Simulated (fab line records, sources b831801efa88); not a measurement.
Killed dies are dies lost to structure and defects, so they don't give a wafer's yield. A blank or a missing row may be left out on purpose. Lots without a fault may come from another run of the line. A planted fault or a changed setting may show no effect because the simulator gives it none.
Which tool did it? | flow sky130 | 13 lots, 39 wafers sampled, at 4 steps of a route of 708

WHAT THE GAUGES READ, wafer by wafer
SKY_VT_ADJUST_PCH_OVL_MEAS_07.
lot  | measured     | on         | VT_ADJUST_PCH_OVL (nm)
L345 | day 10 14:29 | overlay-01 | 1.1 0.9 1.5
L346 | day 10 22:54 | overlay-02 | 0.6 -0.1 -0.8
L347 | day 11 09:10 | overlay-02 | 1.6 1.6 0.2
L348 | day 11 15:40 | overlay-02 | 1.5 2.1 1.1
L349 | day 11 20:28 | overlay-01 | 1.5 3.2 3.6
L350 | day 12 02:47 | overlay-02 | 1.4 3.6 2.3
L352 | day 13 02:41 | overlay-02 | 1.3 -0.1 1.9
L357 | day 14 14:04 | overlay-01 | 0.1 -0.7 -0.5
L359 | day 15 04:53 | overlay-02 | 66.5 67.4 66.9
L360 | day 15 10:36 | overlay-02 | 65.0 66.2 66.6
L362 | day 15 22:35 | overlay-02 | 68.1 68.5 67.3
L363 | day 16 09:37 | overlay-01 | 1.6 2.1 1.0
L365 | day 17 02:46 | overlay-01 | 3.8 4.2 1.9

SKY_SONOS_ONO_OVL_MEAS_14.
lot  | measured     | on         | SONOS_ONO_OVL (nm)
L345 | day 12 20:20 | overlay-01 | 0.6 1.2 0.5
L346 | day 13 04:26 | overlay-01 | 1.6 -0.1 1.4
L347 | day 13 17:48 | overlay-01 | 1.3 0.9 0.1
L348 | day 13 23:58 | overlay-01 | 0.3 -1.4 -0.6
L349 | day 14 05:09 | overlay-02 | -1.4 -2.4 -1.2
L350 | day 14 10:56 | overlay-01 | 1.5 1.1 -0.4
L352 | day 15 13:28 | overlay-02 | -0.2 -0.3 0.1
L357 | day 17 04:37 | overlay-02 | -0.5 -0.9 -0.8
L359 | day 17 17:46 | overlay-01 | -3.9 -2.9 -3.7
L360 | day 18 05:39 | overlay-01 | -0.1 0.8 1.4
L362 | day 18 14:54 | overlay-01 | 0.1 0.4 1.0
L363 | day 19 00:24 | overlay-01 | -2.1 -0.3 -1.5
L365 | day 19 21:16 | overlay-01 | -0.7 -0.9 -0.9

SKY_LDD_N_OVL_MEAS_07.
lot  | measured     | on         | LDD_N_OVL (nm)
L345 | day 17 21:44 | overlay-02 | 0.6 0.8 0.4
L346 | day 18 06:08 | overlay-02 | -1.0 -1.0 -2.4
L347 | day 18 20:54 | overlay-01 | -0.5 -2.0 0.4
L348 | day 19 01:53 | overlay-01 | 1.3 0.8 0.8
L349 | day 19 15:18 | overlay-01 | -3.0 -2.4 -2.6
L350 | day 19 20:50 | overlay-01 | 1.7 1.4 0.9
L352 | day 21 01:02 | overlay-02 | -0.2 -1.2 -2.0
L357 | day 22 16:04 | overlay-01 | 1.8 0.3 1.0
L359 | day 23 03:22 | overlay-02 | -3.6 -2.9 -2.3
L360 | day 23 15:53 | overlay-01 | -0.2 -1.0 -1.2
L362 | day 24 04:38 | overlay-02 | -0.7 0.8 0.8
L363 | day 24 12:08 | overlay-02 | -1.6 -0.5 -1.1
L365 | day 25 04:34 | overlay-01 | 0.1 -0.8 -0.5

WHICH TOOL RAN EACH LOT (tool, then ch and the chambers of the sampled wafers, then the start)
lot  | SKY_VT_ADJUST_PCH_EXPOSE_04
L345 | iline_stepper-02 ch 0, day 10 03:31
L346 | iline_stepper-01 ch 0, day 10 11:46
L347 | iline_stepper-01 ch 0, day 10 22:08
L348 | iline_stepper-01 ch 0, day 11 04:23
L349 | iline_stepper-02 ch 0, day 11 09:07
L350 | iline_stepper-01 ch 0, day 11 14:34
L352 | iline_stepper-01 ch 0, day 12 14:01
L357 | iline_stepper-02 ch 0, day 14 01:19
L359 | iline_stepper-01 ch 0, day 14 15:04
L360 | iline_stepper-01 ch 0, day 14 20:52
L362 | iline_stepper-01 ch 0, day 15 08:59
L363 | iline_stepper-02 ch 0, day 15 20:02
L365 | iline_stepper-02 ch 0, day 16 12:57
- SKY_VT_ADJUST_PCH_EXPOSE_04: exposes mask NWM, target cd 840 nm.

WHAT THE TOOLS THEMSELVES READ (means of the sampled wafers that have a number; where no wafer has one, the mark that the record gives instead)
The record holds no such reading with a usual standard deviation.

THE ANSWER, worked out from the rows above alone
Rule: what is usual is taken from the lots themselves. Put in order of their means at a reading, lots are off if they are a third of the lots or fewer, leave a main group of 4 or more, and stand apart from it by a gap of 3 or more times the standard deviation of the main group's means; of several such gaps the widest counts. A main group whose means are all the same, to the digits that the tables above print for the reading, isn't used. A lot without any number at a reading at which 4 lots or more have one is off too. The other lots that the step has rows for count as sound. The gauges are gone through in route order, then the tools' own readings, and for those a lot's mean is taken as printed above. The first step at which some lot is off is used, and at that step the reading that is off furthest; a lot without a number counts as furthest.
Off: L359, L360, L362, at SKY_VT_ADJUST_PCH_OVL_MEAS_07 (VT_ADJUST_PCH_OVL). The main group: mean 1.4 nm, standard deviation 1.1.
A tool fits if, at a process step before that reading, it ran every lot that is off, and no sound lot after the first of them. The gauges at SKY_VT_ADJUST_PCH_OVL_MEAS_07 are tried like those tools. Can't be told from this: 2 tools fit, iline_stepper-01 at SKY_VT_ADJUST_PCH_EXPOSE_04, overlay-02 at SKY_VT_ADJUST_PCH_OVL_MEAS_07.

WHAT THE SIMULATOR HAD PUT IN
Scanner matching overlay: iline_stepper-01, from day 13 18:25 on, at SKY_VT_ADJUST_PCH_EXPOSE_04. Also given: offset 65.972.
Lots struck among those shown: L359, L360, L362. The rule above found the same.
